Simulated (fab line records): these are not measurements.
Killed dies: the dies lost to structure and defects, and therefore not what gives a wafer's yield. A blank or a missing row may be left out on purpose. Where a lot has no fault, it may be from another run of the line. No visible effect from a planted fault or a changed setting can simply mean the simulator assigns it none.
Matching of chambers    flow sky130    rie_diel-02 running SKY_VIA1_ETCH_14: 4 sister chambers
The step etches BARC in N2/H2, stops on SiO2, time 45.9 s, target depth 60 nm. 8 wafers are shown with their chamber, then 7 later ones without.

## WAFERS PAIRED WITH THEIR CHAMBERS
wafer   chamber  drypump_motor_current_A (A)  oes_product_au (a.u.)
L912.6  3        5.78                         0.855
L915.4  1        5.89                         0.857
L915.6  0        5.65                         0.849
L922.1  2        5.60                         0.854
L922.3  3        5.78                         0.852
L922.4  1        5.87                         0.856
L927.1  2        5.60                         0.850
L927.3  0        5.64                         0.848

## WAFERS WITH NO CHAMBER GIVEN
wafer   drypump_motor_current_A (A)  oes_product_au (a.u.)
L927.5  5.65                         0.853
L928.2  5.76                         0.860
L928.3  5.89                         0.859
L928.4  5.60                         0.852
L932.3  5.65                         0.849
L932.5  5.66                         0.858
L932.6  5.78                         0.857

## THE CHAMBER EACH PASSED THROUGH
wafer   from the rows above  in truth
L927.5  0                    0
L928.2  3                    3
L928.3  1                    1
L928.4  2                    2
L932.3  0                    0
L932.5  0                    0
L932.6  3                    3
Correct placement for 7 of the 7. From these rows, 0 cannot be placed. Number placed wrongly: 0.
How it was worked out, from the rows above alone: a wafer's distance from a chamber is the root of the sum, over the readings, of the square of ((its reading less the chamber's mean) divided by the reading's scatter). If the next closest chamber is less than 2 further off than the closest, the wafer can't be placed; otherwise it belongs to the closest. Each chamber's mean is taken over the wafers shown for it. The scatter is the square root of a quotient: the sum, over the shown wafers, of each reading's squared deviation from its chamber's mean, divided by wafers minus chambers.
